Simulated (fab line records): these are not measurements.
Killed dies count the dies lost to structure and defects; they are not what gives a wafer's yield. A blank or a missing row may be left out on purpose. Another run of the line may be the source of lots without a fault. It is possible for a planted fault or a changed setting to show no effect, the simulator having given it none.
Which of the tools did it? / flow sky130 / Sampling: 14 lots, 42 wafers, 4 of 708 route steps

WHAT EACH GAUGE READ, for each wafer
SKY_PWDE_OVL_MEAS_07. Usual: PWDE_OVL gives 0.3 nm (standard deviation 1.4).
lot=L540; measured=day 4 11:25; on=overlay-02; PWDE_OVL (nm)=0.3 -1.5 1.6; flag=
lot=L543; measured=day 5 05:53; on=overlay-01; PWDE_OVL (nm)=0.5 2.1 0.6; flag=
lot=L544; measured=day 5 06:14; on=overlay-01; PWDE_OVL (nm)=0.7 -0.5 0.9; flag=
lot=L545; measured=day 5 12:58; on=overlay-02; PWDE_OVL (nm)=2.1 0.7 0.2; flag=
lot=L548; measured=day 5 16:37; on=overlay-02; PWDE_OVL (nm)=-0.6 -0.5 -0.4; flag=
lot=L549; measured=day 6 00:44; on=overlay-02; PWDE_OVL (nm)=1.6 2.5 1.7; flag=
lot=L550; measured=day 6 08:20; on=overlay-01; PWDE_OVL (nm)=0.1 0.2 0.8; flag=
lot=L552; measured=day 6 14:29; on=overlay-01; PWDE_OVL (nm)=0.5 0.1 0.5; flag=
lot=L551; measured=day 6 15:59; on=overlay-01; PWDE_OVL (nm)=1.2 0.6 0.5; flag=
lot=L553; measured=day 6 20:59; on=overlay-02; PWDE_OVL (nm)=-1.0 -1.9 -0.8; flag=
lot=L559; measured=day 8 08:44; on=overlay-02; PWDE_OVL (nm)=0.3 -0.2 0.5; flag=
lot=L560; measured=day 8 19:20; on=overlay-01; PWDE_OVL (nm)=0.3 -1.0 -2.1; flag=
lot=L561; measured=day 9 04:29; on=overlay-02; PWDE_OVL (nm)=-0.5 0.4 -1.0; flag=
lot=L562; measured=day 9 06:26; on=overlay-01; PWDE_OVL (nm)=2.7 2.7 5.7; flag=

SKY_LOCAL_INTERCONNECT_CD_MEAS_11: target cd 170 nm. Usual: cd-nm 170.0 nm, standard deviation 1.4.
lot=L540; measured=day 31 02:01; on=cd-sem-01; cd-nm (nm)=168.8 167.2 168.5; flag=
lot=L543; measured=day 32 06:14; on=cd-sem-01; cd-nm (nm)=169.8 169.2 168.5; flag=
lot=L544; measured=day 32 12:02; on=cd-sem-02; cd-nm (nm)=170.1 169.6 170.0; flag=
lot=L545; measured=day 32 16:50; on=cd-sem-02; cd-nm (nm)=168.7 168.5 168.9; flag=
lot=L548; measured=day 33 00:47; on=cd-sem-01; cd-nm (nm)=168.2 169.7 168.6; flag=
lot=L549; measured=day 33 08:43; on=cd-sem-01; cd-nm (nm)=171.5 169.5 169.0; flag=
lot=L550; measured=day 33 20:08; on=cd-sem-01; cd-nm (nm)=170.0 168.1 169.2; flag=
lot=L552; measured=day 34 06:57; on=cd-sem-01; cd-nm (nm)=172.0 170.5 171.9; flag=
lot=L551; measured=day 34 09:55; on=cd-sem-02; cd-nm (nm)=172.6 174.7 171.6; flag=
lot=L553; measured=day 34 13:13; on=cd-sem-02; cd-nm (nm)=172.3 171.2 173.5; flag=
lot=L559; measured=day 36 13:26; on=cd-sem-02; cd-nm (nm)=169.4 169.8 169.5; flag=
lot=L560; measured=day 37 01:41; on=cd-sem-02; cd-nm (nm)=168.0 169.3 167.6; flag=
lot=L561; measured=day 37 08:12; on=cd-sem-02; cd-nm (nm)=170.6 168.6 169.8; flag=
lot=L562; measured=day 37 13:32; on=cd-sem-01; cd-nm (nm)=170.9 172.1 172.5; flag=

TOOL THAT RAN EACH LOT (tool first, then ch and the chambers of the sampled wafers, then the start)
lot=L540; SKY_FIELD_ISO_ETCH_14=rie-diel-03 ch 1,2, day 2 08:35; SKY_LDD_N_IMPLANT_12=implanter-04 ch 0, day 18 13:31
lot=L543; SKY_FIELD_ISO_ETCH_14=rie-diel-01 ch 1,3, day 2 22:59; SKY_LDD_N_IMPLANT_12=implanter-03 ch 0, day 19 19:34
lot=L544; SKY_FIELD_ISO_ETCH_14=rie-diel-03 ch 1,2,3, day 3 02:56; SKY_LDD_N_IMPLANT_12=implanter-04 ch 0, day 20 04:38
lot=L545; SKY_FIELD_ISO_ETCH_14=rie-diel-02 ch 0,1,2, day 3 08:35; SKY_LDD_N_IMPLANT_12=implanter-02 ch 0, day 20 08:41
lot=L548; SKY_FIELD_ISO_ETCH_14=rie-diel-01 ch 0,2,3, day 3 20:53; SKY_LDD_N_IMPLANT_12=implanter-02 ch 0, day 20 19:14
lot=L549; SKY_FIELD_ISO_ETCH_14=rie-diel-01 ch 0,1,3, day 4 06:24; SKY_LDD_N_IMPLANT_12=implanter-04 ch 0, day 21 05:06
lot=L550; SKY_FIELD_ISO_ETCH_14=rie-diel-03 ch 1,2,3, day 4 13:11; SKY_LDD_N_IMPLANT_12=implanter-03 ch 0, day 21 16:34
lot=L552; SKY_FIELD_ISO_ETCH_14=rie-diel-03 ch 1,2,3, day 4 19:38; SKY_LDD_N_IMPLANT_12=implanter-04 ch 0, day 22 06:02
lot=L551; SKY_FIELD_ISO_ETCH_14=rie-diel-02 ch 2,3, day 4 19:56; SKY_LDD_N_IMPLANT_12=implanter-02 ch 0, day 22 06:46
lot=L553; SKY_FIELD_ISO_ETCH_14=rie-diel-03 ch 2,3, day 5 00:54; SKY_LDD_N_IMPLANT_12=implanter-04 ch 0, day 22 14:57
lot=L559; SKY_FIELD_ISO_ETCH_14=rie-diel-03 ch 0,2, day 6 10:05; SKY_LDD_N_IMPLANT_12=implanter-03 ch 0, day 24 16:26
lot=L560; SKY_FIELD_ISO_ETCH_14=rie-diel-01 ch 2,3, day 6 14:02; SKY_LDD_N_IMPLANT_12=implanter-04 ch 0, day 25 06:44
lot=L561; SKY_FIELD_ISO_ETCH_14=rie-diel-01 ch 1,2,3, day 6 20:45; SKY_LDD_N_IMPLANT_12=implanter-04 ch 0, day 25 17:17
lot=L562; SKY_FIELD_ISO_ETCH_14=rie-diel-01 ch 0,2,3, day 7 00:36; SKY_LDD_N_IMPLANT_12=implanter-04 ch 0, day 25 22:55
- SKY_FIELD_ISO_ETCH_14: etches BARC in N2/H2, stops on SiO2, time 45.9 s, target depth 60 nm.
- SKY_LDD_N_IMPLANT_12

AS READ BY THE TOOLS THEMSELVES (means over the sampled wafers that have a number; for cases with no such wafer, the mark the record gives instead)
SKY_FIELD_ISO_ETCH_14. Usual: drypump-motor-current-A 6.0 A, standard deviation 0.42; n2-flow-sccm 100.04 sccm, standard deviation 0.28; oes-product-au 0.855 a.u., standard deviation 0.0053; throttle-valve-pct 13.225 %, standard deviation 0.0091.
lot=L540; tool=rie-diel-03; drypump-motor-current-A (A)=6.4; n2-flow-sccm (sccm)=99.91; oes-product-au (a.u.)=0.851; throttle-valve-pct (%)=13.227; flag=
lot=L543; tool=rie-diel-01; drypump-motor-current-A (A)=5.4; n2-flow-sccm (sccm)=100.03; oes-product-au (a.u.)=0.851; throttle-valve-pct (%)=13.225; flag=
lot=L544; tool=rie-diel-03; drypump-motor-current-A (A)=6.2; n2-flow-sccm (sccm)=100.30; oes-product-au (a.u.)=0.858; throttle-valve-pct (%)=13.229; flag=
lot=L545; tool=rie-diel-02; drypump-motor-current-A (A)=5.9; n2-flow-sccm (sccm)=99.85; oes-product-au (a.u.)=0.856; throttle-valve-pct (%)=13.220; flag=
lot=L548; tool=rie-diel-01; drypump-motor-current-A (A)=6.0; n2-flow-sccm (sccm)=100.12; oes-product-au (a.u.)=0.859; throttle-valve-pct (%)=13.225; flag=
lot=L549; tool=rie-diel-01; drypump-motor-current-A (A)=5.8; n2-flow-sccm (sccm)=99.98; oes-product-au (a.u.)=0.856; throttle-valve-pct (%)=13.225; flag=
lot=L550; tool=rie-diel-03; drypump-motor-current-A (A)=6.2; n2-flow-sccm (sccm)=100.02; oes-product-au (a.u.)=0.851; throttle-valve-pct (%)=13.222; flag=
lot=L552; tool=rie-diel-03; drypump-motor-current-A (A)=6.2; n2-flow-sccm (sccm)=99.92; oes-product-au (a.u.)=0.853; throttle-valve-pct (%)=13.220; flag=
lot=L551; tool=rie-diel-02; drypump-motor-current-A (A)=5.6; n2-flow-sccm (sccm)=100.11; oes-product-au (a.u.)=0.859; throttle-valve-pct (%)=13.214; flag=
lot=L553; tool=rie-diel-03; drypump-motor-current-A (A)=6.1; n2-flow-sccm (sccm)=100.04; oes-product-au (a.u.)=0.853; throttle-valve-pct (%)=13.221; flag=
lot=L559; tool=rie-diel-03; drypump-motor-current-A (A)=6.1; n2-flow-sccm (sccm)=100.15; oes-product-au (a.u.)=0.853; throttle-valve-pct (%)=13.223; flag=
lot=L560; tool=rie-diel-01; drypump-motor-current-A (A)=6.0; n2-flow-sccm (sccm)=100.16; oes-product-au (a.u.)=0.850; throttle-valve-pct (%)=13.231; flag=
lot=L561; tool=rie-diel-01; drypump-motor-current-A (A)=5.9; n2-flow-sccm (sccm)=99.97; oes-product-au (a.u.)=0.857; throttle-valve-pct (%)=13.231; flag=
lot=L562; tool=rie-diel-01; drypump-motor-current-A (A)=5.9; n2-flow-sccm (sccm)=99.98; oes-product-au (a.u.)=0.859; throttle-valve-pct (%)=13.228; flag=

SKY_LDD_N_IMPLANT_12. Usual: dose-ions-cm2 5e+12, standard deviation 4.9e+09; faraday-current-uA 28.2, standard deviation 0.56.
lot=L540 tool=implanter-04 dose-ions-cm2=5e+12 faraday-current-uA=28.6 flag=
lot=L543 tool=implanter-03 dose-ions-cm2=5e+12 faraday-current-uA=28.5 flag=
lot=L544 tool=implanter-04 dose-ions-cm2=5e+12 faraday-current-uA=28.3 flag=
lot=L545 tool=implanter-02 dose-ions-cm2=5e+12 faraday-current-uA=28.0 flag=
lot=L548 tool=implanter-02 dose-ions-cm2=5e+12 faraday-current-uA=28.3 flag=
lot=L549 tool=implanter-04 dose-ions-cm2=5e+12 faraday-current-uA=28.2 flag=
lot=L550 tool=implanter-03 dose-ions-cm2=5e+12 faraday-current-uA=28.1 flag=
lot=L552 tool=implanter-04 dose-ions-cm2=1e+13 faraday-current-uA=54.4 flag=OFF
lot=L551 tool=implanter-02 dose-ions-cm2=5e+12 faraday-current-uA=27.8 flag=
lot=L553 tool=implanter-04 dose-ions-cm2=1e+13 faraday-current-uA=57.0 flag=OFF
lot=L559 tool=implanter-03 dose-ions-cm2=5e+12 faraday-current-uA=27.9 flag=
lot=L560 tool=implanter-04 dose-ions-cm2=5e+12 faraday-current-uA=27.7 flag=
lot=L561 tool=implanter-04 dose-ions-cm2=5e+12 faraday-current-uA=28.3 flag=
lot=L562 tool=implanter-04 dose-ions-cm2=5e+12 faraday-current-uA=28.5 flag=

THE ANSWER, worked out from the rows above alone
Rule: take the mean of a lot's wafers that have a number; if it is more than 3 standard deviations from the usual mean, the lot is off. A lot without any number at a reading at which 4 lots or more have one is off too. Where the step has rows for the other lots, those lots are counted as sound. After the gauges, taken in route order, come the tools' own readings; for these a lot's mean is taken, as printed above. The first step at which some lot is off is used, and at that step the reading that is off furthest; a lot without a number counts as furthest.
Off, at SKY_LDD_N_IMPLANT_12 on dose-ions-cm2: L552, L553.
A tool fits if, at that step or a process step before it, it ran every lot that is off, and no sound lot after the first of them. Not one of the candidates tried fits.

WHAT THE SIMULATOR HAD PUT IN
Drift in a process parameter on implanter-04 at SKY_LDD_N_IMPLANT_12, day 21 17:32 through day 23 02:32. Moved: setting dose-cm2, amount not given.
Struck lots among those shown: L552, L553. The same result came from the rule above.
